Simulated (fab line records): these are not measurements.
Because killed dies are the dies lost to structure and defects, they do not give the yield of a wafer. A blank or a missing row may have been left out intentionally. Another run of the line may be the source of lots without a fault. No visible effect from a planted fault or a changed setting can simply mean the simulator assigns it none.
Which tool is to blame? || flow gf180mcu || Sampling: 13 lots, 39 wafers, 3 of 602 route steps

== WHAT THE GAUGES READ, wafer by wafer ==
GF_V4_OVL_MEAS_15. Usual: V4_OVL gives 3 nm (standard deviation 5.6).
{"lot": "L117", "measured": "day 24 13:40", "on": "overlay-02", "V4_OVL (nm)": "12 9 7", "flag": ""}
{"lot": "L118", "measured": "day 25 04:11", "on": "overlay-02", "V4_OVL (nm)": "7 2 9", "flag": ""}
{"lot": "L119", "measured": "day 25 11:02", "on": "overlay-01", "V4_OVL (nm)": "13 8 8", "flag": ""}
{"lot": "L121", "measured": "day 26 10:46", "on": "overlay-02", "V4_OVL (nm)": "-2 -2 4", "flag": ""}
{"lot": "L123", "measured": "day 26 18:41", "on": "overlay-02", "V4_OVL (nm)": "6 1 2", "flag": ""}
{"lot": "L124", "measured": "day 27 04:04", "on": "overlay-01", "V4_OVL (nm)": "1 -3 3", "flag": ""}
{"lot": "L125", "measured": "day 27 08:59", "on": "overlay-02", "V4_OVL (nm)": "1 7 2", "flag": ""}
{"lot": "L126", "measured": "day 27 18:29", "on": "overlay-01", "V4_OVL (nm)": "-5 -7 -2", "flag": ""}
{"lot": "L127", "measured": "day 27 23:07", "on": "overlay-01", "V4_OVL (nm)": "-1 -3 -2", "flag": ""}
{"lot": "L128", "measured": "day 28 04:13", "on": "overlay-01", "V4_OVL (nm)": "3 4 -2", "flag": ""}
{"lot": "L135", "measured": "day 30 13:10", "on": "overlay-02", "V4_OVL (nm)": "6 3 6", "flag": ""}
{"lot": "L136", "measured": "day 30 19:25", "on": "overlay-02", "V4_OVL (nm)": "7 0 -4", "flag": ""}
{"lot": "L138", "measured": "day 31 12:16", "on": "overlay-01", "V4_OVL (nm)": "4 -1 -3", "flag": ""}

GF_V4_THK_MEAS_25: measures by xrf. Usual: V4_W_THK gives 345 nm (standard deviation 4).
{"lot": "L117", "measured": "day 24 14:42", "on": "film_metro-04", "V4_W_THK (nm)": "344 342 344", "flag": ""}
{"lot": "L118", "measured": "day 25 05:13", "on": "film_metro-01", "V4_W_THK (nm)": "345 346 341", "flag": ""}
{"lot": "L119", "measured": "day 25 12:06", "on": "film_metro-01", "V4_W_THK (nm)": "340 343 332", "flag": ""}
{"lot": "L121", "measured": "day 26 11:48", "on": "film_metro-04", "V4_W_THK (nm)": "347 342 344", "flag": ""}
{"lot": "L123", "measured": "day 26 20:05", "on": "film_metro-04", "V4_W_THK (nm)": "352 347 350", "flag": ""}
{"lot": "L124", "measured": "day 27 05:27", "on": "film_metro-02", "V4_W_THK (nm)": "351 345 344", "flag": ""}
{"lot": "L125", "measured": "day 27 10:01", "on": "film_metro-01", "V4_W_THK (nm)": "341 345 345", "flag": ""}
{"lot": "L126", "measured": "day 27 19:38", "on": "film_metro-02", "V4_W_THK (nm)": "342 346 349", "flag": ""}
{"lot": "L127", "measured": "day 28 00:08", "on": "film_metro-01", "V4_W_THK (nm)": "349 350 345", "flag": ""}
{"lot": "L128", "measured": "day 28 05:14", "on": "film_metro-02", "V4_W_THK (nm)": "351 349 351", "flag": ""}
{"lot": "L135", "measured": "day 30 14:12", "on": "film_metro-01", "V4_W_THK (nm)": "347 349 343", "flag": ""}
{"lot": "L136", "measured": "day 30 20:28", "on": "film_metro-01", "V4_W_THK (nm)": "343 347 345", "flag": ""}
{"lot": "L138", "measured": "day 31 13:20", "on": "film_metro-02", "V4_W_THK (nm)": "348 354 353", "flag": ""}

== EACH LOT AND THE TOOL THAT RAN IT (in order: tool; ch and the chambers of the sampled wafers; start) ==
{"lot": "L117", "GF_V4_CVD_23": "cvd_w-01 ch 0,1, day 24 14:28"}
{"lot": "L118", "GF_V4_CVD_23": "cvd_w-02 ch 0,1, day 25 04:59"}
{"lot": "L119", "GF_V4_CVD_23": "cvd_w-01 ch 0,1, day 25 11:52"}
{"lot": "L121", "GF_V4_CVD_23": "cvd_w-01 ch 1, day 26 11:34"}
{"lot": "L123", "GF_V4_CVD_23": "cvd_w-02 ch 0,1, day 26 19:50"}
{"lot": "L124", "GF_V4_CVD_23": "cvd_w-01 ch 1, day 27 05:13"}
{"lot": "L125", "GF_V4_CVD_23": "cvd_w-01 ch 0,1, day 27 09:48"}
{"lot": "L126", "GF_V4_CVD_23": "cvd_w-01 ch 1, day 27 19:19"}
{"lot": "L127", "GF_V4_CVD_23": "cvd_w-01 ch 0,1, day 27 23:55"}
{"lot": "L128", "GF_V4_CVD_23": "cvd_w-01 ch 0,1, day 28 05:01"}
{"lot": "L135", "GF_V4_CVD_23": "cvd_w-02 ch 0,1, day 30 13:58"}
{"lot": "L136", "GF_V4_CVD_23": "cvd_w-02 ch 0,1, day 30 20:13"}
{"lot": "L138", "GF_V4_CVD_23": "cvd_w-01 ch 0,1, day 31 13:06"}
- GF_V4_CVD_23: deposits W, target thk 350 nm, time 104.9 s.

== AS READ BY THE TOOLS THEMSELVES (means over the sampled wafers that have a number; for cases with no such wafer, the mark the record gives instead) ==
GF_V4_CVD_23. Usual: chamber_pressure_Torr 40.01 Torr, standard deviation 0.091; heater_power_w 810 W, standard deviation 57.
{"lot": "L117", "tool": "cvd_w-01", "chamber_pressure_Torr (Torr)": 40.10, "heater_power_w (W)": 772, "flag": ""}
{"lot": "L118", "tool": "cvd_w-02", "chamber_pressure_Torr (Torr)": 40.08, "heater_power_w (W)": 849, "flag": ""}
{"lot": "L119", "tool": "cvd_w-01", "chamber_pressure_Torr (Torr)": 39.96, "heater_power_w (W)": 757, "flag": ""}
{"lot": "L121", "tool": "cvd_w-01", "chamber_pressure_Torr (Torr)": 39.93, "heater_power_w (W)": 788, "flag": ""}
{"lot": "L123", "tool": "cvd_w-02", "chamber_pressure_Torr (Torr)": 40.02, "heater_power_w (W)": 872, "flag": ""}
{"lot": "L124", "tool": "cvd_w-01", "chamber_pressure_Torr (Torr)": 40.04, "heater_power_w (W)": 780, "flag": ""}
{"lot": "L125", "tool": "cvd_w-01", "chamber_pressure_Torr (Torr)": 39.94, "heater_power_w (W)": 758, "flag": ""}
{"lot": "L126", "tool": "cvd_w-01", "chamber_pressure_Torr (Torr)": 40.06, "heater_power_w (W)": 782, "flag": ""}
{"lot": "L127", "tool": "cvd_w-01", "chamber_pressure_Torr (Torr)": 40.03, "heater_power_w (W)": 769, "flag": ""}
{"lot": "L128", "tool": "cvd_w-01", "chamber_pressure_Torr (Torr)": 39.90, "heater_power_w (W)": 777, "flag": ""}
{"lot": "L135", "tool": "cvd_w-02", "chamber_pressure_Torr (Torr)": 40.02, "heater_power_w (W)": 880, "flag": ""}
{"lot": "L136", "tool": "cvd_w-02", "chamber_pressure_Torr (Torr)": 40.12, "heater_power_w (W)": 886, "flag": ""}
{"lot": "L138", "tool": "cvd_w-01", "chamber_pressure_Torr (Torr)": 39.99, "heater_power_w (W)": 789, "flag": ""}

== THE ANSWER, worked out from the rows above alone ==
Rule: take the mean of a lot's wafers that have a number; if it is more than 3 standard deviations from the usual mean, the lot is off. A lot without any number at a reading at which 4 lots or more have one is off too. Any other lot the step has rows for is counted as sound. After the gauges, taken in route order, come the tools' own readings; for these a lot's mean is taken, as printed above. At the first step where some lot is off, the reading lying furthest off is the one used; lots without a number count as furthest.
No lot is off on any of the readings shown, so nothing can be concluded from this.

== WHAT THE SIMULATOR HAD PUT IN ==
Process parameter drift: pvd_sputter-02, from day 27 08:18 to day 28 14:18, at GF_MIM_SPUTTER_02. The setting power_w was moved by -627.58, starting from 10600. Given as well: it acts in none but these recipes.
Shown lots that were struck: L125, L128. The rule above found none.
